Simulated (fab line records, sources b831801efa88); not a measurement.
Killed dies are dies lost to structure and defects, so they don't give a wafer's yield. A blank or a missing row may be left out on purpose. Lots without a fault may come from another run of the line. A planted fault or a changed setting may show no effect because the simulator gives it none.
A struck lot beside a sound one | flow sky130 | 16 steps out of a route of 708
Sound: wafers L836.1, L836.3, L836.4. Struck: wafers L844.1, L844.4, L844.5. The cause comes at the end.
At each step with rows: each side's tool, then ch and its chambers, then its first start. Under that, the readings that differ: sound wafers | struck wafers | difference of the means | sigmas: that difference in standard deviations of wafers without a fault.
alike: readings whose means differ by less than 2 such deviations, and words and numbers that are the same on both sides. not compared: withheld readings, readings that some wafer has no value for, bounds like >300 that may hide the same value, and numbers for which the record gives no deviation and whose values overlap.
The two part at a step that has a row with sigmas, a row that says differs or no value, or rows on one side only. Numbers that don't overlap but have no deviation are shown without sigmas and don't part them. A reading that every wafer of one side lacks parts them only if that side has two wafers or more.

first, 9 steps without rows for these wafers: SKY_CAPM_CLEAN_17 (cleans in O3/DIW); SKY_METAL3_DEHYDRATE_05 (time 60 s); SKY_METAL3_HMDS_06 (prime time 60 s); SKY_METAL3_COAT_07 (resist thk 60 nm); SKY_METAL3_COAT_08 (resist thk 1140 nm); SKY_METAL3_SOFTBAKE_09 (time 90 s); SKY_METAL3_EXPOSE_10 (exposes mask MM3, target cd 300 nm); SKY_METAL3_PEB_11; SKY_METAL3_DEVELOP_12 (develop time 60 s).
SKY_METAL3_CD_MEAS_13: target cd 300 nm.
  sound on cd_sem-01, day 40 15:09; struck on cd_sem-01, day 42 18:54
  alike: cd_nm
SKY_METAL3_OVL_MEAS_14:
  sound on overlay-02, day 40 15:16; struck on overlay-01, day 42 19:01
  alike: METAL3_OVL
SKY_METAL3_DESCUM_15: chemistry O2, time 8 s.
  sound on rie_metal-04 ch 0,1, day 40 15:18; struck on rie_metal-04 ch 0,1, day 42 19:04
  alike: drypump_motor_current_A, he_backside_leak_sccm, oes_product_au
  not compared: rf_hours_counter_h
SKY_METAL3_ETCH_16: etches BARC in N2/H2, stops on SiO2, time 88.2 s, target depth 60 nm.
  sound on rie_metal-04 ch 0,1, day 40 15:20; struck on rie_metal-04 ch 0,1, day 42 19:05
  reading                               | sound             | struck            | difference | sigmas
  rf_fwd_power_W (W)                    | 498.1 499.6 495.3 | 576.8 580.6 576.1 | +80.2      | +47
  model.SiO2_of_CAPM_CVD_00.thk_nm (nm) | 15.64 15.76 15.48 | 14.73 15.1 15.18  | -0.62      |
  alike: drypump_motor_current_A, he_backside_leak_sccm, oes_product_au, throttle_valve_pct
  not compared: rf_hours_counter_h, model.KrF-thick_of_METAL3_COAT_08.thk_nm
SKY_METAL3_ETCH_17: etches SiO2 in C4F8/O2/Ar, stops on TiN, time 3.9 s, target depth 15 nm.
  sound on rie_diel-02 ch 0,1,2, day 40 15:26; struck on rie_diel-03 ch 1,2,3, day 42 19:11
  reading                  | sound             | struck            | difference | sigmas
  oes_product_au (a.u.)    | 0.761 0.757 0.749 | 0.743 0.734 0.745 | -0.015     | -2
  model.etch.depth_nm (nm) | 15.64 15.76 15.48 | 14.73 15.1 15.18  | -0.62      |
  alike: rf_fwd_power_W
  not compared: rf_hours_counter_h
SKY_METAL3_METAL_ETCH_18: etches the open film in Cl2/BCl3, stops on SiO2, target depth 845 nm, time 183.1 s.
  sound on rie_metal-01 ch 0,1, day 40 15:27; struck on rie_metal-01 ch 0,1, day 42 19:12
  alike: drypump_motor_current_A, he_backside_leak_sccm, oes_product_au, rf_fwd_power_W, throttle_valve_pct
  not compared: rf_hours_counter_h
-- the record jumps here: 6 days lie between the struck wafers' starts before and after (it left off in module METAL3 and takes up again in module PAD_OPEN, whose first step shown is number 708 of the route) --
SKY_PAD_OPEN_PROBE_99:
  sound on prober-02, day 47 11:58; struck on prober-02, day 49 03:28
  alike: defect_limited_yield, killed_at_M0_to_M3, killed_at_M4_up, killed_at_contacts, killed_at_front_end, killed_at_other, killed_dies, killed_open, killed_short, sort_bin_3_pad_short, sort_bin_5_function, sort_bin_6_memory, sort_n_pass, sort_yield_pct

WHERE THEY PART
First at SKY_METAL3_ETCH_16; last, within this record, at SKY_METAL3_ETCH_17. Later steps at which nothing parts them and some readings are alike: SKY_METAL3_METAL_ETCH_18, SKY_PAD_OPEN_PROBE_99.

WHY: what the simulator had put in
Process parameter drift: rie_metal-04, from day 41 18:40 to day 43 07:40, at SKY_METAL3_ETCH_16. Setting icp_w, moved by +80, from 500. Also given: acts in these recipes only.
